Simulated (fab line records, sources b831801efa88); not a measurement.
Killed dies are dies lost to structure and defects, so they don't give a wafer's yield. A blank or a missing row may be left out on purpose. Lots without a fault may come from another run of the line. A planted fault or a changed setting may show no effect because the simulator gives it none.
fab line records | flow gf180mcu | part 1 of 2: steps 1 to 27 of 37
record lots=5 wafers=15 last_day=34
route steps=602 shown M3@418 V3@429
lots that met no fault: from a run of the same line without faults
start_h: hours from the record's first day to the start of the lot's first wafer shown | wait_h: hours since the lot's step before | " the same as in the row above | L1.1+2: a row that stands for several wafers | - no value, or no start given | * or withheld: withheld | < > ~ a bound
route shown NAME@n: a module of which the file shows steps, and the number in the route of the first | usual: mean/standard deviation of fault-free wafers | same: alike in all rows | chamber/n: place in a boat | sites: the reading at each site | _std_site: their standard deviation | _edge_site: outer sites' mean less inner sites' | radius_mm: how far each site lies from the wafer's centre | mask NAME#n: copy n | behind: the tool/chamber that last shaped the wafer | hold: why the lot was held/for how many hours/how that ended | device: the transistor (n, p or np) that didn't switch | end of line: the same wafers' tests at the end of the route | a step without rows: its recipe alone | killed: dies lost to structure and defects at the first sort, not the wafer's yield | map: a wafer's dies, x killed, . not, _ none there
set.NAME: the setting as run; set.NAME@STEP: as run at that earlier step | model.NAME: the simulator's own value behind a step, which no gauge read
lots at some steps of the route; a table a step, a row a wafer
services: from which hour (start_h, from the record's first day; less than 0 if before it) a tool's chamber was out of use, for how many hours, and why
## steps
# step GF_M3_COAT_09
# recipe resist=KrF spin_rpm=withheld resist_thk_nm=1000
# usual exhaust_pa=45.2/1
# columns lot.wafer tool chamber start_h wait_h exhaust_pa
L075.2 litho_track-03 0 486.50 0.1 45.3
L075.3 " 0 " " 44.5
L075.5 " 0 " " 45.2
L083.2 litho_track-01 0 560.51 0.1 46.5
L083.5 " 0 " " 44.7
L083.6 " 0 " " 45.5
L085.1 litho_track-04 0 572.62 0.1 44.5
L085.3 " 0 " " 45.2
L085.4 " 0 " " 45.5
L090.1 litho_track-04 0 611.37 0.1 43.6
L090.5 " 0 " " 44.1
L090.6 " 0 " " 42.9
L097.1 litho_track-04 0 662.96 0.1 44.6
L097.3 " 0 " " 44.3
L097.5 " 0 " " 44.9
# step GF_M3_SOFTBAKE_10
# recipe temp_c=130 time_s=60 resist=KrF
# usual exhaust_pa=44.8/0.81
# columns lot.wafer tool chamber start_h wait_h exhaust_pa
L075.2 litho_track-03 0 486.65 0.1 45.6
L075.3 " 0 " " 45.1
L075.5 " 0 " " 45.0
L083.2 litho_track-01 0 560.66 0.1 44.7
L083.5 " 0 " " 44.7
L083.6 " 0 " " 45.4
L085.1 litho_track-04 0 572.77 0.1 43.1
L085.3 " 0 " " 43.6
L085.4 " 0 " " 43.6
L090.1 litho_track-04 0 611.52 0.1 44.7
L090.5 " 0 " " 44.3
L090.6 " 0 " " 45.4
L097.1 litho_track-04 0 663.11 0.1 45.5
L097.3 " 0 " " 44.9
L097.5 " 0 " " 45.7
# step GF_M3_EXPOSE_11
# recipe mask_id=Metal3 target_cd_nm=280 na=0.68 source_shape=conventional sigma_outer=0.6 dose_mj=28
# columns lot.wafer tool chamber start_h wait_h mask
L075.2+3+5 krf_scanner-02 0 - - Metal3#0
L083.2+5+6 krf_scanner-02 0 - - Metal3#0
L085.1+3+4 krf_scanner-02 0 - - Metal3#0
L090.1+5+6 krf_scanner-02 0 - - Metal3#0
L097.1+3+5 krf_scanner-01 0 - - Metal3#0
# step GF_M3_PEB_12
# recipe peb_temp_c=135 peb_time_s=90 resist=KrF
# usual exhaust_pa=45.2/0.9
# columns lot.wafer tool chamber start_h wait_h exhaust_pa
L075.2 litho_track-03 0 - - 45.5
L075.3 " 0 " " 45.4
L075.5 " 0 " " 46.6
L083.2 litho_track-03 0 - - 42.9
L083.5 " 0 " " 44.8
L083.6 " 0 " " 44.4
L085.1 litho_track-01 0 - - 44.0
L085.3 " 0 " " 45.9
L085.4 " 0 " " 46.1
L090.1 litho_track-01 0 - - 46.2
L090.5 " 0 " " 47.0
L090.6 " 0 " " 45.2
L097.1 litho_track-04 0 - - 45.4
L097.3 " 0 " " 44.4
L097.5 " 0 " " 45.1
# step GF_M3_DEVELOP_13
# recipe develop_time_s=60 dev_temp_c=21
# usual exhaust_pa=44.8/0.9
# columns lot.wafer tool chamber start_h wait_h exhaust_pa
L075.2 litho_track-03 0 498.40 0.2 43.9
L075.3 " 0 " " 44.7
L075.5 " 0 " " 46.2
L083.2 litho_track-03 0 571.35 0.2 45.3
L083.5 " 0 " " 45.3
L083.6 " 0 " " 45.6
L085.1 litho_track-01 0 583.29 0.2 44.3
L085.3 " 0 " " 44.4
L085.4 " 0 " " 42.6
L090.1 litho_track-01 0 621.44 0.2 43.6
L090.5 " 0 " " 42.8
L090.6 " 0 " " 43.1
L097.1 litho_track-04 0 672.46 0.2 45.3
L097.3 " 0 " " 45.4
L097.5 " 0 " " 43.0
# step GF_M3_CD_MEAS_14
# recipe target_cd_nm=280
# usual cd_nm=279.9/1.5
# columns lot.wafer tool chamber start_h wait_h cd_nm
L075.2 cd_sem-01 - 498.54 0.1 279.1
L075.3 " - " " 279.9
L075.5 " - " " 278.4
L083.2 cd_sem-01 - 571.49 0.1 280.5
L083.5 " - " " 279.6
L083.6 " - " " 279.1
L085.1 cd_sem-02 - 583.44 0.1 277.2
L085.3 " - " " 277.4
L085.4 " - " " 277.0
L090.1 cd_sem-01 - 621.59 0.1 280.4
L090.5 " - " " 280.3
L090.6 " - " " 279.3
L097.1 cd_sem-01 - 672.61 0.1 279.5
L097.3 " - " " 280.6
L097.5 " - " " 279.9
# step GF_M3_OVL_MEAS_15
# usual M3_OVL=1/5.8
# columns lot.wafer tool chamber start_h wait_h M3_OVL[nm]
L075.2 overlay-01 - 498.65 0.1 0
L075.3 " - " " 5
L075.5 " - " " 6
L083.2 overlay-02 - 571.60 0.1 0
L083.5 " - " " 1
L083.6 " - " " 6
L085.1 overlay-01 - 583.56 0.1 -3
L085.3 " - " " -3
L085.4 " - " " 2
L090.1 overlay-02 - 621.71 0.1 2
L090.5 " - " " 11
L090.6 " - " " 11
L097.1 overlay-02 - 672.73 0.1 20
L097.3 " - " " 11
L097.5 " - " " 13
# step GF_M3_METAL_ETCH_16
# recipe chemistry=Cl2/BCl3 mask_material=KrF target_depth_nm=750.8 stop_on=SiO2 pressure_mtorr=8 icp_w=800 bias_w=140 Cl2_flow_sccm=80 bcl3_flow_sccm=40 time_s=125.1
# usual bias_w=140.0/0.41 drypump_motor_current_A=5.87/0.29 he_backside_leak_sccm=3.37/0.23 oes_product_au=0.986/0.012 throttle_valve_pct=28.234/0.016
# columns lot.wafer tool chamber start_h wait_h bias_w drypump_motor_current_A he_backside_leak_sccm oes_product_au rf_hours_counter_h throttle_valve_pct
L075.2 rie_metal-02 0 498.72 0.1 140.2 5.69 3.01 0.990 - 28.216
L075.3 " 0 " " 140.4 5.71 2.92 0.992 - 28.227
L075.5 " 0 " " 139.6 5.69 3.17 0.994 - 28.219
L083.2 rie_metal-02 0 571.67 0.1 140.6 5.64 3.39 1.000 - 28.235
L083.5 " 0 " " 139.8 5.69 3.46 0.996 - 28.226
L083.6 " 0 " " 140.4 5.68 3.37 1.005 - 28.243
L085.1 rie_metal-03 1 583.59 0.0 140.9 5.61 3.50 0.999 8 28.243
L085.3 " 1 " " 140.4 5.63 3.48 0.993 - 28.213
L085.4 " 0 " " 140.2 5.69 3.39 0.992 - 28.234
L090.1 rie_metal-04 0 621.74 0.0 140.2 5.70 3.19 0.962 13 28.258
L090.5 " 1 " " 140.0 6.37 3.24 0.988 - 28.231
L090.6 " 0 " " 139.9 5.72 3.34 0.963 - 28.253
L097.1 rie_metal-02 1 672.77 0.0 139.4 6.05 2.82 0.991 9 28.220
L097.3 " 1 " " 140.2 6.06 3.26 0.992 - 28.233
L097.5 " 0 " " 140.8 5.70 3.64 1.000 - 28.222
# step GF_M3_STRIP_17
# recipe chemistry=O2/N2 power_w=1400 pressure_mtorr=1500 platen_temp_c=250 o2_flow_sccm=3000 n2_flow_sccm=300 overash_fraction=0.5
# usual drypump_motor_current_A=5.6/0.52 heater_power_w=332/27 oes_product_au=0.538/0.0059 strip_time_to_endpoint_s=7.41/0.1
# columns lot.wafer tool chamber start_h wait_h drypump_motor_current_A heater_power_w oes_product_au rf_hours_counter_h strip_time_to_endpoint_s
L075.2 plasma_asher-03 0 498.94 0.2 5.6 373 0.537 80 7.31
L075.3 " 1 " " 5.5 291 0.541 - 7.33
L075.5 " 0 " " 5.6 362 0.534 - 7.30
L083.2 plasma_asher-03 1 571.89 0.2 5.6 285 0.540 88 7.39
L083.5 " 1 " " 5.6 288 0.539 - 7.34
L083.6 " 0 " " 5.6 366 0.533 - 7.36
L085.1 plasma_asher-04 0 583.72 0.1 4.9 343 0.534 98 7.27
L085.3 " 1 " " 6.5 310 0.534 - 7.22
L085.4 " 0 " " 4.9 354 0.527 - 7.21
L090.1 plasma_asher-02 1 621.87 0.1 5.3 342 0.540 50 7.56
L090.5 " 1 " " 5.4 338 0.543 - 7.44
L090.6 " 0 " " 5.4 330 0.537 - 7.55
L097.1 plasma_asher-02 0 672.90 0.1 5.4 332 0.530 55 7.40
L097.3 " 0 " " 5.4 330 0.540 - 7.45
L097.5 " 0 " " 5.4 334 0.528 - 7.27
# step GF_M3_STRIP_18
# recipe chemistry=post_etch_residue_remover time_s=1200 temp_c=72.5
# columns lot.wafer tool chamber start_h wait_h
L075.2+3+5 wet_bench-02 1 499.04 0.1
L083.2+5+6 wet_bench-02 0 571.99 0.1
L085.1+3+4 wet_bench-01 2 583.82 0.1
L090.1+5+6 wet_bench-02 0 621.97 0.1
L097.1+3+5 wet_bench-04 2 673.00 0.1
# step GF_M3_CLEAN_19
# recipe chemistry=DIW dry=n2_spin
# columns lot.wafer tool chamber start_h wait_h
L075.2+3+5 wet_bench-01 2 499.41 0.0
L083.2+5+6 wet_bench-04 2 572.36 0.0
L085.1+3+4 wet_bench-04 0 584.17 0.0
L090.1+5+6 wet_bench-04 0 622.35 0.0
L097.1+3+5 wet_bench-01 2 673.41 0.0
# step GF_V3_CVD_00
# recipe material=SiO2 target_thk_nm=600 sigma_open_frac=0.3 temp_c=400 time_s=100 sih4_flow_sccm=60 pressure_mtorr=6
# columns lot.wafer tool chamber start_h wait_h
L075.2+3+5 hdpcvd-01 2,1,0 499.51 0.0
L083.2+5+6 hdpcvd-02 1,2,0 572.45 0.0
L085.1+3+4 hdpcvd-02 2,0,1 584.27 0.0
L090.1+5+6 hdpcvd-01 0,2,0 622.44 0.0
L097.1+3+5 hdpcvd-01 2,0,0 673.50 0.0
# step GF_V3_THK_MEAS_01
# recipe reads=SiO2_of_V3_CVD_00
# usual V3_CVD_00_THK=602/5.1
# columns lot.wafer tool chamber start_h wait_h V3_CVD_00_THK[nm]
L075.2 film_metro-04 - 499.59 0.0 590
L075.3 " - " " 605
L075.5 " - " " 598
L083.2 film_metro-01 - 572.53 0.0 598
L083.5 " - " " 600
L083.6 " - " " 596
L085.1 film_metro-04 - 584.34 0.0 603
L085.3 " - " " 596
L085.4 " - " " 593
L090.1 film_metro-01 - 622.51 0.0 601
L090.5 " - " " 606
L090.6 " - " " 601
L097.1 film_metro-02 - 673.57 0.0 611
L097.3 " - " " 608
L097.5 " - " " 608
# step GF_V3_CVD_02
# recipe material=SiO2 target_thk_nm=850 precursor=TEOS temp_c=400 time_s=94.851 rf_w=600
# usual heater_power_w=634/86
# columns lot.wafer tool chamber start_h wait_h heater_power_w
L075.2 pecvd-03 1 499.64 0.0 527
L075.3 " 0 " " 603
L075.5 " 2 " " 668
L083.2 pecvd-01 1 572.58 0.0 589
L083.5 " 1 " " 645
L083.6 " 0 " " 736
L085.1 pecvd-01 0 584.40 0.1 679
L085.3 " 2 " " 768
L085.4 " 0 " " 735
L090.1 pecvd-04 2 622.57 0.1 591
L090.5 " 0 " " 611
L090.6 " 1 " " 601
L097.1 pecvd-01 0 673.63 0.1 747
L097.3 " 2 " " 685
L097.5 " 0 " " 762
# step GF_V3_THK_MEAS_03
# recipe reads=SiO2_of_V3_CVD_02
# usual V3_CVD_02_THK=848/12
# columns lot.wafer tool chamber start_h wait_h V3_CVD_02_THK[nm]
L075.2 film_metro-02 - 499.72 0.0 841
L075.3 " - " " 850
L075.5 " - " " 855
L083.2 film_metro-02 - 572.66 0.0 839
L083.5 " - " " 845
L083.6 " - " " 849
L085.1 film_metro-04 - 584.47 0.0 837
L085.3 " - " " 849
L085.4 " - " " 836
L090.1 film_metro-04 - 622.64 0.0 824
L090.5 " - " " 845
L090.6 " - " " 835
L097.1 film_metro-04 - 673.70 0.0 830
L097.3 " - " " 844
L097.5 " - " " 843
# step GF_V3_CMP_04
# recipe material=SiO2 down_force_psi=4 platen_rpm=60 pad_velocity_m_s=0.94248
# usual edge_zone_pressure_frac=1.000/0.0049 motor_current_A=12.0/1.1 time_to_endpoint_s=78/5.6
# columns lot.wafer tool chamber start_h wait_h edge_zone_pressure_frac motor_current_A time_to_endpoint_s
L075.2 cmp-01 2 499.77 0.0 1.001 12.9 72
L075.3 " 1 " " 1.004 13.6 81
L075.5 " 2 " " 0.997 12.8 76
L083.2 cmp-02 0 572.86 0.2 1.002 11.3 78
L083.5 " 1 " " 1.001 12.0 75
L083.6 " 2 " " 1.000 10.0 79
L085.4 cmp-01 2 584.53 0.0 1.009 12.9 68
L085.3 " 3 " " 0.998 12.6 81
L085.1 " 1 " " 1.011 12.6 74
L090.1 cmp-02 2 622.75 0.1 1.005 10.3 70
L090.5 " 1 " " 0.993 11.5 72
L090.6 " 2 " " 1.011 10.1 74
L097.1 cmp-02 2 673.76 0.1 1.001 9.8 73
L097.3 " 3 " " 0.998 11.8 78
L097.5 " 3 " " 1.005 13.1 83
# step GF_V3_BOW_MEAS_05
# recipe mode=bow
# usual V3_BOW=116/9.5
# columns lot.wafer tool chamber start_h wait_h V3_BOW[um]
L075.2 film_metro-04 - 500.09 0.3 134
L075.3 " - " " 128
L075.5 " - " " 116
L083.2 film_metro-04 - 573.06 0.1 138
L083.5 " - " " 140
L083.6 " - " " 126
L085.1 film_metro-02 - 584.83 0.1 111
L085.3 " - " " 111
L085.4 " - " " 111
L090.1 film_metro-02 - 623.00 0.2 128
L090.5 " - " " 110
L090.6 " - " " 129
L097.1 film_metro-04 - 674.06 0.2 126
L097.3 " - " " 123
L097.5 " - " " 122
# step GF_V3_DEHYDRATE_06
# recipe temp_c=200 time_s=60
# usual exhaust_pa=45.2/0.9
# columns lot.wafer tool chamber start_h wait_h exhaust_pa
L075.2 litho_track-02 0 510.94 10.8 44.0
L075.3 " 0 " " 44.3
L075.5 " 0 " " 44.4
L083.2 litho_track-02 0 583.39 10.3 43.8
L083.5 " 0 " " 44.3
L083.6 " 0 " " 44.6
L085.1 litho_track-01 0 595.34 10.5 44.2
L085.3 " 0 " " 44.5
L085.4 " 0 " " 44.3
L090.1 litho_track-02 0 632.81 9.8 47.3
L090.5 " 0 " " 45.9
L090.6 " 0 " " 46.5
L097.1 litho_track-01 0 682.94 8.9 46.0
L097.3 " 0 " " 46.4
L097.5 " 0 " " 45.0
# step GF_V3_HMDS_07
# recipe prime_time_s=60 prime_temp_c=120
# usual exhaust_pa=44.9/0.79
# columns lot.wafer tool chamber start_h wait_h exhaust_pa
L075.2 litho_track-02 0 511.09 0.1 43.9
L075.3 " 0 " " 46.3
L075.5 " 0 " " 45.1
L083.2 litho_track-02 0 583.54 0.1 45.4
L083.5 " 0 " " 43.9
L083.6 " 0 " " 45.8
L085.1 litho_track-01 0 595.49 0.1 44.4
L085.3 " 0 " " 45.2
L085.4 " 0 " " 45.2
L090.1 litho_track-02 0 632.96 0.1 46.3
L090.5 " 0 " " 44.2
L090.6 " 0 " " 44.9
L097.1 litho_track-01 0 683.09 0.1 46.4
L097.3 " 0 " " 44.8
L097.5 " 0 " " 45.1
# step GF_V3_COAT_08
# recipe resist=BARC temp_c=withheld time_s=withheld spin_rpm=withheld resist_thk_nm=withheld
# usual exhaust_pa=44.9/0.93
# columns lot.wafer tool chamber start_h wait_h exhaust_pa
L075.2 litho_track-02 0 511.24 0.1 45.7
L075.3 " 0 " " 45.5
L075.5 " 0 " " 45.0
L083.2 litho_track-02 0 583.69 0.1 44.4
L083.5 " 0 " " 44.0
L083.6 " 0 " " 45.9
L085.1 litho_track-01 0 595.64 0.1 44.8
L085.3 " 0 " " 44.2
L085.4 " 0 " " 45.0
L090.1 litho_track-02 0 633.11 0.1 45.3
L090.5 " 0 " " 44.6
L090.6 " 0 " " 45.8
L097.1 litho_track-01 0 683.24 0.1 45.2
L097.3 " 0 " " 42.7
L097.5 " 0 " " 44.9
# step GF_V3_COAT_09
# recipe resist=KrF spin_rpm=withheld resist_thk_nm=1000
# usual exhaust_pa=45.0/0.88
# columns lot.wafer tool chamber start_h wait_h exhaust_pa
L075.2 litho_track-02 0 - - 45.3
L075.3 " 0 " " 45.6
L075.5 " 0 " " 44.7
L083.2 litho_track-02 0 - - 44.6
L083.5 " 0 " " 44.3
L083.6 " 0 " " 44.5
L085.1 litho_track-01 0 - - 45.0
L085.3 " 0 " " 45.3
L085.4 " 0 " " 45.0
L090.1 litho_track-02 0 - - 44.4
L090.5 " 0 " " 44.5
L090.6 " 0 " " 45.1
L097.1 litho_track-01 0 - - 45.5
L097.3 " 0 " " 44.8
L097.5 " 0 " " 46.2
# step GF_V3_SOFTBAKE_10
# recipe temp_c=129.3 time_s=60 resist=KrF
# usual exhaust_pa=45.0/0.93
# columns lot.wafer tool chamber start_h wait_h exhaust_pa
L075.2 litho_track-02 0 - - 44.2
L075.3 " 0 " " 44.7
L075.5 " 0 " " 44.9
L083.2 litho_track-02 0 - - 45.3
L083.5 " 0 " " 45.4
L083.6 " 0 " " 46.2
L085.1 litho_track-01 0 - - 45.7
L085.3 " 0 " " 44.4
L085.4 " 0 " " 45.3
L090.1 litho_track-02 0 - - 46.0
L090.5 " 0 " " 45.5
L090.6 " 0 " " 45.7
L097.1 litho_track-01 0 - - 42.8
L097.3 " 0 " " 43.4
L097.5 " 0 " " 43.2
# step GF_V3_EXPOSE_11
# recipe mask_id=Via3 target_cd_nm=260 na=0.68 source_shape=conventional sigma_outer=0.6 dose_mj=38
# columns lot.wafer tool chamber start_h wait_h mask
L075.2+3+5 krf_scanner-01 0 - - Via3#0
L083.2+5+6 krf_scanner-02 0 - - Via3#0
L085.1+3+4 krf_scanner-01 0 - - Via3#0
L090.1+5+6 krf_scanner-02 0 - - Via3#0
L097.1+3+5 krf_scanner-01 0 - - Via3#0
# step GF_V3_PEB_12
# recipe peb_temp_c=135 peb_time_s=90 resist=KrF
# usual exhaust_pa=44.7/0.87
# columns lot.wafer tool chamber start_h wait_h exhaust_pa
L075.2 litho_track-01 0 - - 43.5
L075.3 " 0 " " 43.5
L075.5 " 0 " " 44.3
L083.2 litho_track-02 0 - - 43.4
L083.5 " 0 " " 45.4
L083.6 " 0 " " 43.3
L085.1 litho_track-02 0 - - 44.6
L085.3 " 0 " " 45.7
L085.4 " 0 " " 45.2
L090.1 litho_track-04 0 - - 45.4
L090.5 " 0 " " 43.4
L090.6 " 0 " " 44.2
L097.1 litho_track-04 0 - - 44.5
L097.3 " 0 " " 46.4
L097.5 " 0 " " 46.3
# step GF_V3_DEVELOP_13
# recipe develop_time_s=60 resist=KrF dev_temp_c=21
# usual exhaust_pa=44.8/0.93
# columns lot.wafer tool chamber start_h wait_h exhaust_pa
L075.2 litho_track-01 0 522.81 0.2 43.4
L075.3 " 0 " " 44.0
L075.5 " 0 " " 43.9
L083.2 litho_track-02 0 594.39 0.2 44.1
L083.5 " 0 " " 44.8
L083.6 " 0 " " 45.6
L085.1 litho_track-02 0 606.01 0.2 46.1
L085.3 " 0 " " 46.7
L085.4 " 0 " " 46.2
L090.1 litho_track-04 0 643.32 0.2 45.0
L090.5 " 0 " " 45.4
L090.6 " 0 " " 44.5
L097.1 litho_track-04 0 692.36 0.2 45.2
L097.3 " 0 " " 45.2
L097.5 " 0 " " 45.1
# step GF_V3_CD_MEAS_14
# recipe target_cd_nm=260
# usual cd_nm=259.9/1.3
# columns lot.wafer tool chamber start_h wait_h cd_nm
L075.2 cd_sem-01 - 522.96 0.1 259.0
L075.3 " - " " 259.2
L075.5 " - " " 257.7
L083.2 cd_sem-01 - 594.53 0.1 258.3
L083.5 " - " " 258.5
L083.6 " - " " 257.5
L085.1 cd_sem-02 - 606.16 0.1 259.4
L085.3 " - " " 260.0
L085.4 " - " " 259.2
L090.1 cd_sem-01 - 643.47 0.1 258.8
L090.5 " - " " 259.0
L090.6 " - " " 260.0
L097.1 cd_sem-01 - 692.51 0.1 260.7
L097.3 " - " " 259.8
L097.5 " - " " 260.0
# step GF_V3_OVL_MEAS_15
# usual V3_OVL=3/6.4
# columns lot.wafer tool chamber start_h wait_h V3_OVL[nm]
L075.2 overlay-02 - 523.07 0.1 3
L075.3 " - " " -1
L075.5 " - " " -6
L083.2 overlay-01 - 594.64 0.1 14
L083.5 " - " " 16
L083.6 " - " " 8
L085.1 overlay-02 - 606.28 0.1 3
L085.3 " - " " -4
L085.4 " - " " -1
L090.1 overlay-01 - 643.59 0.1 5
L090.5 " - " " -2
L090.6 " - " " 1
L097.1 overlay-02 - 692.63 0.1 5
L097.3 " - " " 2
L097.5 " - " " 4
